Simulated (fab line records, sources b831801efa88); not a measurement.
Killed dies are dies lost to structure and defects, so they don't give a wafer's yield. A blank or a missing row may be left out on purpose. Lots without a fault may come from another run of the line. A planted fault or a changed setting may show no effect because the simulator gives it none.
Problem report in the 8D (eight disciplines) form, filled by code | flow gf180mcu | the parts of the form that need people (team, actions taken, sign-off) are left out

1. THE PROBLEM
CONTACT_CVD_00_THK at GF_CONTACT_THK_MEAS_01 reads a mean of 148.0 nm on 2 wafers of 2 lots; wafers without a fault read 299.7 nm with a standard deviation of 2.9. That is -52 standard deviations from the usual mean.
First seen on wafer L794.6, day 17 16:27, on film_metro-03. The record holds 39 wafers of 13 lots with a number at this step. Rule for "out", or "out of limits": more than 4 standard deviations from the usual mean. The other wafers with a number count as sound.

2. WHAT IT IS AND WHAT IT IS NOT
question                    | is                 | is not
which readings at this step | CONTACT_CVD_00_THK | -
which lots                  | L794, L795         | L788, L791, L792, L793, L801, L803, L804, L805, L807, L808, L810
which wafers of those lots  | L794.6, L795.5     | L794.1, L794.4, L795.4, L795.6
read on which gauges        | film_metro-03      | film_metro-01, film_metro-02
when                        | from day 17 16:27  | up to then (14 sound wafers); but 23 sound wafers of L795, L801, L803, L804, L805, L807, L808, L810 came after

3. SUSPECTS, AND WHAT RULES EACH OUT
Counting: a tool at a process step up to the reading stays a suspect if it ran every lot that is out. Sound lots after the first of them don't rule it out here, since some wafers of a struck lot are sound.
- the gauge at GF_CONTACT_THK_MEAS_01: ruled out. All the wafers that are out were read on film_metro-03, but those of them that GF_CONTACT_CVD_00 has rows for are out there too, on other tools.
- hdpcvd-02 at GF_CONTACT_CVD_00 (deposits SiO2, target thk 300 nm, time 50 s): kept. It ran every lot that is out, first L794 (day 17 16:25); its last sound lot up to then is L793 (day 17 04:34). Its own readings are out on those wafers: sih4_flow_sccm.
- Within hdpcvd-02 at GF_CONTACT_CVD_00: the wafers that are out ran in chamber 0; their sound lot-mates ran in chambers 1, 2.
Left after counting: hdpcvd-02 at GF_CONTACT_CVD_00.

4. THE CAUSE (what the simulator had put in)
Process parameter drift: hdpcvd-02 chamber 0, from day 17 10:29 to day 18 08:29, at GF_CONTACT_CVD_00. Setting sih4_flow_sccm, moved by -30, from 60. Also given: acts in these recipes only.
Counting left only this tool.

5. THE CHAIN OF EFFECTS, in route order
Each row: a reading whose mean over the struck wafers that have a number lies more than 3 standard deviations from the usual. Only readings for which the record gives a usual standard deviation are gone through. hours: the time from each lot's start at the first step in this table that gives one to its start at this step, as a median over the lots. sigmas: the change in usual standard deviations.
hours | step                   | reading            | usual      | on struck wafers | change | sigmas
0     | GF_CONTACT_CVD_00      | sih4_flow_sccm     | 59.99 sccm | 29.95            | -30.04 | -99 or more
0     | GF_CONTACT_THK_MEAS_01 | CONTACT_CVD_00_THK | 299.7 nm   | 148.0            | -151.7 | -52
-     | GF_CONTACT_ETCH_17     | oes_product_au     | 0.815 a.u. | 0.737            | -0.078 | -15
The process steps in it:
- GF_CONTACT_CVD_00: deposits SiO2, target thk 300 nm, time 50 s.
- GF_CONTACT_ETCH_17: etches SiO2 in C4F8/O2/Ar, stops on CoSi2, target depth 860 nm.
Later measuring or inspecting steps at which every struck wafer that the step has a row for has a number for every such reading, and none has moved that far: GF_CONTACT_BOW_MEAS_05.

6. WHAT WOULD HAVE CAUGHT IT SOONER
In this record the first reading out of limits at a measuring or inspecting step was taken at day 17 16:27, 6 hours after the fault began at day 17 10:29.
The tool's own readings at GF_CONTACT_CVD_00 were out on every struck wafer that the step has a row for (sih4_flow_sccm): an alarm limit on them would have fired on the first of those.
Of the lots that are out (2), L795 began GF_CONTACT_CVD_00 on hdpcvd-02 after day 17 16:27. A hold on the tool at that time would have spared it.
